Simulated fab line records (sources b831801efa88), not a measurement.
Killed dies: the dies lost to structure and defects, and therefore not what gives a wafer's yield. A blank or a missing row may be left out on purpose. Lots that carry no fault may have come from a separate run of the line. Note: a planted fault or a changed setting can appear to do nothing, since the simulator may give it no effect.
Which tool did it? + flow sky130 + 42 wafers from 14 lots sampled at 5 of the route's 708 steps

== WHAT EACH GAUGE READ, for each wafer ==
SKY_VIA1_THK_MEAS_01.
| lot  | measured     | on            | VIA1_HDPCVD_THK (nm)        |
|------|--------------|---------------|-----------------------------|
| L940 | day 32 17:35 | film metro-03 | 1031 1019 1033              |
| L941 | day 33 07:14 | film metro-04 | 1042 1030 1027              |
| L942 | day 33 15:34 | film metro-03 | 1021 1024 1014              |
| L945 | day 34 18:26 | film metro-03 | 1008 1019 1013              |
| L947 | day 35 10:34 | film metro-04 | 1029 1036 1035              |
| L948 | day 35 18:59 | film metro-04 | 1030 1035 1027              |
| L950 | day 36 10:13 | film metro-04 | 1031 1054 1030              |
| L951 | day 36 17:11 | film metro-01 | 1030 1032 1034              |
| L953 | day 37 03:14 | film metro-04 | 1033 1030 1032              |
| L955 | day 37 10:24 | film metro-04 | 1030 1040 1036              |
| L956 | day 38 04:44 | film metro-04 | 1024 1024 1020              |
| L958 | day 38 15:16 | film metro-03 | 1025 1021 1018              |
| L961 | day 39 13:25 | film metro-01 | 1025 791 1025 1024 790 1026 |
| L962 | day 40 02:19 | film metro-04 | 1041 810 791 1041 810 790   |

SKY_VIA1_OVL_MEAS_13.
| lot  | measured     | on         | VIA1_OVL (nm) |
|------|--------------|------------|---------------|
| L940 | day 33 21:50 | overlay-01 | 2 4 5         |
| L941 | day 34 09:59 | overlay-02 | -3 -6 -13     |
| L942 | day 34 17:57 | overlay-02 | 5 0 8         |
| L945 | day 35 20:59 | overlay-01 | -7 -7 -4      |
| L947 | day 36 12:48 | overlay-02 | 0 -6 4        |
| L948 | day 36 21:00 | overlay-02 | 8 1 0         |
| L950 | day 37 12:11 | overlay-02 | -7 2 8        |
| L951 | day 37 19:22 | overlay-02 | -4 -8 4       |
| L953 | day 38 05:18 | overlay-01 | -4 1 -5       |
| L955 | day 38 12:10 | overlay-02 | 11 11 -2      |
| L956 | day 39 06:15 | overlay-02 | -11 0 -1      |
| L958 | day 39 16:09 | overlay-01 | 1 -4 0        |
| L961 | day 40 14:03 | overlay-02 | 0 8 13        |
| L962 | day 41 03:17 | overlay-02 | 6 3 -2        |

== EACH LOT AND THE TOOL THAT RAN IT (in order: tool; ch and the chambers of the sampled wafers; start) ==
| lot  | SKY_METAL1_SPUTTER_00        | SKY_METAL1_DESCUM_17              | SKY_VIA1_HDPCVD_00               |
|------|------------------------------|-----------------------------------|----------------------------------|
| L940 | pvd sputter-02, day 31 13:46 | rie metal-03 ch 0,1, day 32 16:41 | hdpcvd-02 ch 1,2, day 32 17:29   |
| L941 | pvd sputter-04, day 32 02:59 | rie metal-03 ch 0,1, day 33 06:17 | hdpcvd-02 ch 0,1, day 33 07:07   |
| L942 | pvd sputter-02, day 32 11:50 | rie metal-01 ch 0,1, day 33 14:40 | hdpcvd-01 ch 0,1,2, day 33 15:29 |
| L945 | pvd sputter-03, day 33 15:01 | rie metal-03 ch 0,1, day 34 17:33 | hdpcvd-01 ch 0,1,2, day 34 18:19 |
| L947 | pvd sputter-04, day 34 07:20 | rie metal-02 ch 0,1, day 35 09:38 | hdpcvd-01 ch 0,1,2, day 35 10:27 |
| L948 | pvd sputter-04, day 34 14:56 | rie metal-03 ch 0,1, day 35 18:02 | hdpcvd-02 ch 0,1,2, day 35 18:52 |
| L950 | pvd sputter-02, day 35 07:03 | rie metal-01 ch 0,1, day 36 09:11 | hdpcvd-01 ch 0,1, day 36 10:07   |
| L951 | pvd sputter-02, day 35 14:16 | rie metal-03 ch 0,1, day 36 16:14 | hdpcvd-01 ch 1,2, day 36 17:04   |
| L953 | pvd sputter-04, day 36 00:05 | rie metal-01 ch 0, day 37 02:10   | hdpcvd-02 ch 1,2, day 37 03:07   |
| L955 | pvd sputter-02, day 36 08:46 | rie metal-01 ch 0,1, day 37 09:26 | hdpcvd-02 ch 0,1, day 37 10:17   |
| L956 | pvd sputter-03, day 37 01:37 | rie metal-01 ch 0,1, day 38 03:50 | hdpcvd-01 ch 0,1, day 38 04:37   |
| L958 | pvd sputter-02, day 37 12:53 | rie metal-02 ch 0,1, day 38 14:23 | hdpcvd-02 ch 1,2, day 38 15:10   |
| L961 | pvd sputter-02, day 38 11:15 | rie metal-02 ch 0,1, day 39 12:26 | hdpcvd-02 ch 0,2, day 39 13:18   |
| L962 | pvd sputter-03, day 39 00:39 | rie metal-03 ch 0, day 40 01:14   | hdpcvd-02 ch 0,1, day 40 02:11   |
- SKY_METAL1_SPUTTER_00: material Ti, target thk 15 nm, time 10 s.
- SKY_METAL1_DESCUM_17: chemistry O2, time 8 s.
- SKY_VIA1_HDPCVD_00: deposits SiO2, target thk 1030 nm, time 171.7 s.

== AS READ BY THE TOOLS THEMSELVES (means over the sampled wafers that have a number; for cases with no such wafer, the mark the record gives instead) ==
SKY_METAL1_SPUTTER_00.
| lot  | tool           | chamber pressure pa (Pa) | throttle valve pct (%) |
|------|----------------|--------------------------|------------------------|
| L940 | pvd sputter-02 | 0.3997                   | 29.7                   |
| L941 | pvd sputter-04 | 0.3998                   | 28.8                   |
| L942 | pvd sputter-02 | 0.3997                   | 29.3                   |
| L945 | pvd sputter-03 | 0.3993                   | 30.6                   |
| L947 | pvd sputter-04 | 0.4002                   | 29.3                   |
| L948 | pvd sputter-04 | 0.4004                   | 28.9                   |
| L950 | pvd sputter-02 | 0.4008                   | 29.4                   |
| L951 | pvd sputter-02 | 0.4001                   | 29.2                   |
| L953 | pvd sputter-04 | 0.4003                   | 29.5                   |
| L955 | pvd sputter-02 | 0.4005                   | 28.9                   |
| L956 | pvd sputter-03 | 0.4002                   | 29.5                   |
| L958 | pvd sputter-02 | 0.4000                   | 29.1                   |
| L961 | pvd sputter-02 | 0.4006                   | 30.2                   |
| L962 | pvd sputter-03 | 0.4003                   | 30.2                   |

SKY_METAL1_DESCUM_17.
| lot  | tool         | drypump motor current A (A) | oes product au (a.u.) |
|------|--------------|-----------------------------|-----------------------|
| L940 | rie metal-03 | 6.2                         | 0.987                 |
| L941 | rie metal-03 | 6.3                         | 0.995                 |
| L942 | rie metal-01 | 5.8                         | 0.989                 |
| L945 | rie metal-03 | 6.3                         | 1.001                 |
| L947 | rie metal-02 | 5.5                         | 0.995                 |
| L948 | rie metal-03 | 6.3                         | 0.987                 |
| L950 | rie metal-01 | 5.8                         | 0.983                 |
| L951 | rie metal-03 | 6.3                         | 1.004                 |
| L953 | rie metal-01 | 5.3                         | 1.013                 |
| L955 | rie metal-01 | 5.8                         | 1.012                 |
| L956 | rie metal-01 | 5.8                         | 1.006                 |
| L958 | rie metal-02 | 5.8                         | 1.005                 |
| L961 | rie metal-02 | 5.8                         | 1.007                 |
| L962 | rie metal-03 | 6.4                         | 1.006                 |

== THE ANSWER, worked out from the rows above alone ==
Rule: the lots themselves supply what counts as usual. Put in order of their means at a reading, lots are off if they are a third of the lots or fewer, leave a main group of 4 or more, and stand apart from it by a gap of 3 or more times the standard deviation of the main group's means; of several such gaps the widest counts. Not used: any main group whose means are identical at the precision the tables above print for the reading. A lot without any number at a reading at which 4 lots or more have one is off too. All remaining lots with rows at the step are treated as sound. After the gauges, taken in route order, come the tools' own readings; for these a lot's mean is taken, as printed above. The first step at which some lot is off is used, and at that step the reading that is off furthest; a lot without a number counts as furthest.
Off: at SKY_VIA1_THK_MEAS_01 (VIA1_HDPCVD_THK), L961, L962. Mean 1028 nm and standard deviation 7.1 in the main group.
A tool fits if, at a process step before that reading, it ran every lot that is off, and no sound lot after the first of them. The gauges at SKY_VIA1_THK_MEAS_01 are tried like those tools. One candidate fits, namely hdpcvd-02 at SKY_VIA1_HDPCVD_00. A fault onset in the window from L958 (day 38 15:10, its last sound lot) to L961 (day 39 13:18, its first lot off) fits.

== WHAT THE SIMULATOR PUT IN ==
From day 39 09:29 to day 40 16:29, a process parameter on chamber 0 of hdpcvd-02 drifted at SKY_VIA1_HDPCVD_00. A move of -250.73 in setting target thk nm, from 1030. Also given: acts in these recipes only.
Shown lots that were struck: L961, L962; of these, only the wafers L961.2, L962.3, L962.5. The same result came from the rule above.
